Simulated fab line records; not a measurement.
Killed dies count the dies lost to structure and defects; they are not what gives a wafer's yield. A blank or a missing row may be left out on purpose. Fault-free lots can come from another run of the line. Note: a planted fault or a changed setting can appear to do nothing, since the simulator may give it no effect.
The tool behind it: which one? || flow sfq line || 14 lots, 42 wafers sampled, at 4 steps of a route of 325

WHAT THE GAUGES READ, wafer by wafer
SFQ_R5_THK_MEAS_934: measures by xrf. Usual: R5_MONX_THK gives 40.1 nm (standard deviation 0.59).
{"lot": "L816", "measured": "day 50 07:23", "on": "film metro-02", "R5_MONX_THK (nm)": "39.9 39.6 40.5", "flag": ""}
{"lot": "L817", "measured": "day 50 10:23", "on": "film metro-02", "R5_MONX_THK (nm)": "40.2 39.8 40.0", "flag": ""}
{"lot": "L818", "measured": "day 50 13:23", "on": "film metro-02", "R5_MONX_THK (nm)": "40.0 39.9 39.7", "flag": ""}
{"lot": "L819", "measured": "day 50 14:16", "on": "film metro-01", "R5_MONX_THK (nm)": "39.2 40.4 39.3", "flag": ""}
{"lot": "L820", "measured": "day 55 16:10", "on": "film metro-02", "R5_MONX_THK (nm)": "40.5 40.5 40.8", "flag": ""}
{"lot": "L822", "measured": "day 56 03:52", "on": "film metro-03", "R5_MONX_THK (nm)": "40.7 40.0 39.8", "flag": ""}
{"lot": "L824", "measured": "day 57 01:13", "on": "film metro-02", "R5_MONX_THK (nm)": "40.3 40.3 40.3", "flag": ""}
{"lot": "L828", "measured": "day 63 20:36", "on": "film metro-02", "R5_MONX_THK (nm)": "40.8 40.7 40.8", "flag": ""}
{"lot": "L829", "measured": "day 63 23:50", "on": "film metro-02", "R5_MONX_THK (nm)": "40.7 40.9 40.6", "flag": ""}
{"lot": "L830", "measured": "day 64 02:52", "on": "film metro-03", "R5_MONX_THK (nm)": "38.8 39.0 39.1", "flag": ""}
{"lot": "L833", "measured": "day 65 12:19", "on": "film metro-01", "R5_MONX_THK (nm)": "39.5 39.3 39.5", "flag": ""}
{"lot": "L834", "measured": "day 65 18:04", "on": "film metro-03", "R5_MONX_THK (nm)": "39.4 39.6 39.9", "flag": ""}
{"lot": "L836", "measured": "day 66 09:32", "on": "film metro-03", "R5_MONX_THK (nm)": "39.5 39.5 39.8", "flag": ""}
{"lot": "L839", "measured": "day 67 03:32", "on": "film metro-01", "R5_MONX_THK (nm)": "40.1 39.9 40.0", "flag": ""}

WHICH TOOL RAN EACH LOT (tool, then ch and the chambers of the sampled wafers, then the start)
{"lot": "L816", "SFQ_TRILAYER_I0_CMP_CMP_028": "cmp-01 ch 1,2, day 11 08:32", "SFQ_TRILAYER_I0_METRO_MEASURE_029": "film metro-03, day 11 11:40", "SFQ_TRILAYER_I0_VIA_ETCH_VIA_ETCH_034": "rie diel-01 ch 0,1,2, day 15 21:09"}
{"lot": "L817", "SFQ_TRILAYER_I0_CMP_CMP_028": "cmp-02 ch 0,1,2, day 11 11:00", "SFQ_TRILAYER_I0_METRO_MEASURE_029": "film metro-04, day 11 14:07", "SFQ_TRILAYER_I0_VIA_ETCH_VIA_ETCH_034": "rie diel-03 ch 1,2,3, day 16 00:45"}
{"lot": "L818", "SFQ_TRILAYER_I0_CMP_CMP_028": "cmp-02 ch 0,2,3, day 11 14:00", "SFQ_TRILAYER_I0_METRO_MEASURE_029": "film metro-04, day 11 17:07", "SFQ_TRILAYER_I0_VIA_ETCH_VIA_ETCH_034": "rie diel-01 ch 0,2,3, day 16 07:57"}
{"lot": "L819", "SFQ_TRILAYER_I0_CMP_CMP_028": "cmp-02 ch 0,2, day 11 21:50", "SFQ_TRILAYER_I0_METRO_MEASURE_029": "film metro-04, day 12 01:22", "SFQ_TRILAYER_I0_VIA_ETCH_VIA_ETCH_034": "rie diel-01 ch 0,1,2, day 16 16:52"}
{"lot": "L820", "SFQ_TRILAYER_I0_CMP_CMP_028": "cmp-02 ch 1,2, day 12 09:50", "SFQ_TRILAYER_I0_METRO_MEASURE_029": "film metro-02, day 12 13:34", "SFQ_TRILAYER_I0_VIA_ETCH_VIA_ETCH_034": "rie diel-03 ch 1,2, day 17 14:11"}
{"lot": "L822", "SFQ_TRILAYER_I0_CMP_CMP_028": "cmp-02 ch 0,1, day 13 09:50", "SFQ_TRILAYER_I0_METRO_MEASURE_029": "film metro-03, day 13 13:22", "SFQ_TRILAYER_I0_VIA_ETCH_VIA_ETCH_034": "rie diel-01 ch 2,3, day 18 22:35"}
{"lot": "L824", "SFQ_TRILAYER_I0_CMP_CMP_028": "cmp-01 ch 0,2, day 13 21:35", "SFQ_TRILAYER_I0_METRO_MEASURE_029": "film metro-04, day 14 00:54", "SFQ_TRILAYER_I0_VIA_ETCH_VIA_ETCH_034": "rie diel-01 ch 0,1, day 19 10:35"}
{"lot": "L828", "SFQ_TRILAYER_I0_CMP_CMP_028": "cmp-02 ch 2,3, day 14 21:35", "SFQ_TRILAYER_I0_METRO_MEASURE_029": "film metro-02, day 15 00:36", "SFQ_TRILAYER_I0_VIA_ETCH_VIA_ETCH_034": "rie diel-03 ch 1,2,3, day 21 02:14"}
{"lot": "L829", "SFQ_TRILAYER_I0_CMP_CMP_028": "cmp-02 ch 1,2,3, day 15 04:04", "SFQ_TRILAYER_I0_METRO_MEASURE_029": "film metro-02, day 15 07:23", "SFQ_TRILAYER_I0_VIA_ETCH_VIA_ETCH_034": "rie diel-03 ch 0,2, day 21 11:50"}
{"lot": "L830", "SFQ_TRILAYER_I0_CMP_CMP_028": "cmp-01 ch 0,1, day 15 11:53", "SFQ_TRILAYER_I0_METRO_MEASURE_029": "film metro-03, day 15 15:07", "SFQ_TRILAYER_I0_VIA_ETCH_VIA_ETCH_034": "rie diel-01 ch 1,2,3, day 21 21:29"}
{"lot": "L833", "SFQ_TRILAYER_I0_CMP_CMP_028": "cmp-02 ch 2,3, day 16 10:09", "SFQ_TRILAYER_I0_METRO_MEASURE_029": "film metro-02, day 16 13:28", "SFQ_TRILAYER_I0_VIA_ETCH_VIA_ETCH_034": "rie diel-03 ch 1,2, day 22 19:09"}
{"lot": "L834", "SFQ_TRILAYER_I0_CMP_CMP_028": "cmp-02 ch 0,1,2, day 16 14:20", "SFQ_TRILAYER_I0_METRO_MEASURE_029": "film metro-03, day 16 17:39", "SFQ_TRILAYER_I0_VIA_ETCH_VIA_ETCH_034": "rie diel-01 ch 0,2,3, day 22 22:45"}
{"lot": "L836", "SFQ_TRILAYER_I0_CMP_CMP_028": "cmp-01 ch 0,1,2, day 17 11:35", "SFQ_TRILAYER_I0_METRO_MEASURE_029": "film metro-03, day 17 14:42", "SFQ_TRILAYER_I0_VIA_ETCH_VIA_ETCH_034": "rie diel-02 ch 0,1,3, day 23 13:09"}
{"lot": "L839", "SFQ_TRILAYER_I0_CMP_CMP_028": "cmp-01 ch 0,2,3, day 18 21:58", "SFQ_TRILAYER_I0_METRO_MEASURE_029": "film metro-02, day 19 01:05", "SFQ_TRILAYER_I0_VIA_ETCH_VIA_ETCH_034": "rie diel-03 ch 1,2,3, day 24 23:57"}
- SFQ_TRILAYER_I0_CMP_CMP_028: polishes SiO2.
- SFQ_TRILAYER_I0_METRO_MEASURE_029
- SFQ_TRILAYER_I0_VIA_ETCH_VIA_ETCH_034: etches SiO2 in CHF3, stops on Nb, target depth 260 nm.

AS READ BY THE TOOLS THEMSELVES (means over the sampled wafers that have a number; for cases with no such wafer, the mark the record gives instead)
SFQ_TRILAYER_I0_CMP_CMP_028. Usual: motor current A 9.9 A, standard deviation 0.89; slurry flow ml min 150.0, standard deviation 0.44; time to endpoint s 217 s, standard deviation 8.3.
{"lot": "L816", "tool": "cmp-01", "motor current A (A)": 11.0, "slurry flow ml min": 149.6, "time to endpoint s (s)": 210, "flag": ""}
{"lot": "L817", "tool": "cmp-02", "motor current A (A)": 9.5, "slurry flow ml min": 149.9, "time to endpoint s (s)": 221, "flag": ""}
{"lot": "L818", "tool": "cmp-02", "motor current A (A)": 9.6, "slurry flow ml min": 150.4, "time to endpoint s (s)": 210, "flag": ""}
{"lot": "L819", "tool": "cmp-02", "motor current A (A)": 10.1, "slurry flow ml min": 149.5, "time to endpoint s (s)": 214, "flag": ""}
{"lot": "L820", "tool": "cmp-02", "motor current A (A)": 9.3, "slurry flow ml min": 150.0, "time to endpoint s (s)": 224, "flag": ""}
{"lot": "L822", "tool": "cmp-02", "motor current A (A)": 9.3, "slurry flow ml min": 150.0, "time to endpoint s (s)": 220, "flag": ""}
{"lot": "L824", "tool": "cmp-01", "motor current A (A)": 10.1, "slurry flow ml min": 150.1, "time to endpoint s (s)": 201, "flag": ""}
{"lot": "L828", "tool": "cmp-02", "motor current A (A)": 10.3, "slurry flow ml min": 150.4, "time to endpoint s (s)": 219, "flag": ""}
{"lot": "L829", "tool": "cmp-02", "motor current A (A)": 9.9, "slurry flow ml min": 150.5, "time to endpoint s (s)": 225, "flag": ""}
{"lot": "L830", "tool": "cmp-01", "motor current A (A)": 11.6, "slurry flow ml min": 149.8, "time to endpoint s (s)": 214, "flag": ""}
{"lot": "L833", "tool": "cmp-02", "motor current A (A)": 10.1, "slurry flow ml min": 150.3, "time to endpoint s (s)": 223, "flag": ""}
{"lot": "L834", "tool": "cmp-02", "motor current A (A)": 9.7, "slurry flow ml min": 149.8, "time to endpoint s (s)": 228, "flag": ""}
{"lot": "L836", "tool": "cmp-01", "motor current A (A)": 10.7, "slurry flow ml min": 150.1, "time to endpoint s (s)": 212, "flag": ""}
{"lot": "L839", "tool": "cmp-01", "motor current A (A)": 9.5, "slurry flow ml min": 150.0, "time to endpoint s (s)": 212, "flag": ""}

SFQ_TRILAYER_I0_METRO_MEASURE_029. Usual: thk nm reads 200.0 nm (standard deviation 1.3).
{"lot": "L816", "tool": "film metro-03", "thk nm (nm)": 198.9, "flag": ""}
{"lot": "L817", "tool": "film metro-04", "thk nm (nm)": 201.1, "flag": ""}
{"lot": "L818", "tool": "film metro-04", "thk nm (nm)": 200.5, "flag": ""}
{"lot": "L819", "tool": "film metro-04", "thk nm (nm)": 199.4, "flag": ""}
{"lot": "L820", "tool": "film metro-02", "thk nm (nm)": 199.6, "flag": ""}
{"lot": "L822", "tool": "film metro-03", "thk nm (nm)": 200.9, "flag": ""}
{"lot": "L824", "tool": "film metro-04", "thk nm (nm)": 198.3, "flag": ""}
{"lot": "L828", "tool": "film metro-02", "thk nm (nm)": 199.8, "flag": ""}
{"lot": "L829", "tool": "film metro-02", "thk nm (nm)": 200.6, "flag": ""}
{"lot": "L830", "tool": "film metro-03", "thk nm (nm)": 198.4, "flag": ""}
{"lot": "L833", "tool": "film metro-02", "thk nm (nm)": 194.5, "flag": "OFF"}
{"lot": "L834", "tool": "film metro-03", "thk nm (nm)": 195.8, "flag": "OFF"}
{"lot": "L836", "tool": "film metro-03", "thk nm (nm)": 199.1, "flag": ""}
{"lot": "L839", "tool": "film metro-02", "thk nm (nm)": 198.6, "flag": ""}

SFQ_TRILAYER_I0_VIA_ETCH_VIA_ETCH_034. Usual: drypump motor current A 5.6 A, standard deviation 0.43; oes product au 0.855 a.u., standard deviation 0.0055.
{"lot": "L816", "tool": "rie diel-01", "drypump motor current A (A)": 5.4, "oes product au (a.u.)": 0.853, "flag": ""}
{"lot": "L817", "tool": "rie diel-03", "drypump motor current A (A)": 6.0, "oes product au (a.u.)": 0.857, "flag": ""}
{"lot": "L818", "tool": "rie diel-01", "drypump motor current A (A)": 5.7, "oes product au (a.u.)": 0.859, "flag": ""}
{"lot": "L819", "tool": "rie diel-01", "drypump motor current A (A)": 5.4, "oes product au (a.u.)": 0.857, "flag": ""}
{"lot": "L820", "tool": "rie diel-03", "drypump motor current A (A)": 5.9, "oes product au (a.u.)": 0.853, "flag": ""}
{"lot": "L822", "tool": "rie diel-01", "drypump motor current A (A)": 5.6, "oes product au (a.u.)": 0.854, "flag": ""}
{"lot": "L824", "tool": "rie diel-01", "drypump motor current A (A)": 5.4, "oes product au (a.u.)": 0.845, "flag": ""}
{"lot": "L828", "tool": "rie diel-03", "drypump motor current A (A)": 6.0, "oes product au (a.u.)": 0.856, "flag": ""}
{"lot": "L829", "tool": "rie diel-03", "drypump motor current A (A)": 5.5, "oes product au (a.u.)": 0.858, "flag": ""}
{"lot": "L830", "tool": "rie diel-01", "drypump motor current A (A)": 5.7, "oes product au (a.u.)": 0.847, "flag": ""}
{"lot": "L833", "tool": "rie diel-03", "drypump motor current A (A)": 5.9, "oes product au (a.u.)": 0.838, "flag": "OFF"}
{"lot": "L834", "tool": "rie diel-01", "drypump motor current A (A)": 5.6, "oes product au (a.u.)": 0.841, "flag": ""}
{"lot": "L836", "tool": "rie diel-02", "drypump motor current A (A)": 5.5, "oes product au (a.u.)": 0.854, "flag": ""}
{"lot": "L839", "tool": "rie diel-03", "drypump motor current A (A)": 6.0, "oes product au (a.u.)": 0.857, "flag": ""}

THE ANSWER, worked out from the rows above alone
Rule: a lot is off if the mean of its wafers that have a number lies more than 3 standard deviations from the usual mean. Also off: a lot with no number at a reading for which 4 or more lots have one. All remaining lots with rows at the step are treated as sound. After the gauges, taken in route order, come the tools' own readings; for these a lot's mean is taken, as printed above. At the first step where some lot is off, the reading lying furthest off is the one used; lots without a number count as furthest.
Off: L833, L834 (SFQ_TRILAYER_I0_METRO_MEASURE_029, thk nm).
If a tool, at that step or one of the process steps before it, ran each lot that is off and ran no sound lot following the first of them, it fits. One candidate fits, namely cmp-02 at SFQ_TRILAYER_I0_CMP_CMP_028. A fault onset in the window from L829 (day 15 04:04, its last sound lot) to L833 (day 16 10:09, its first lot off) fits.

WHAT THE SIMULATOR HAD PUT IN
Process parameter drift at SFQ_TRILAYER_I0_CMP_CMP_028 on cmp-02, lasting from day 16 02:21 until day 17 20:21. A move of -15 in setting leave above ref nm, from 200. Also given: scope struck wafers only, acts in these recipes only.
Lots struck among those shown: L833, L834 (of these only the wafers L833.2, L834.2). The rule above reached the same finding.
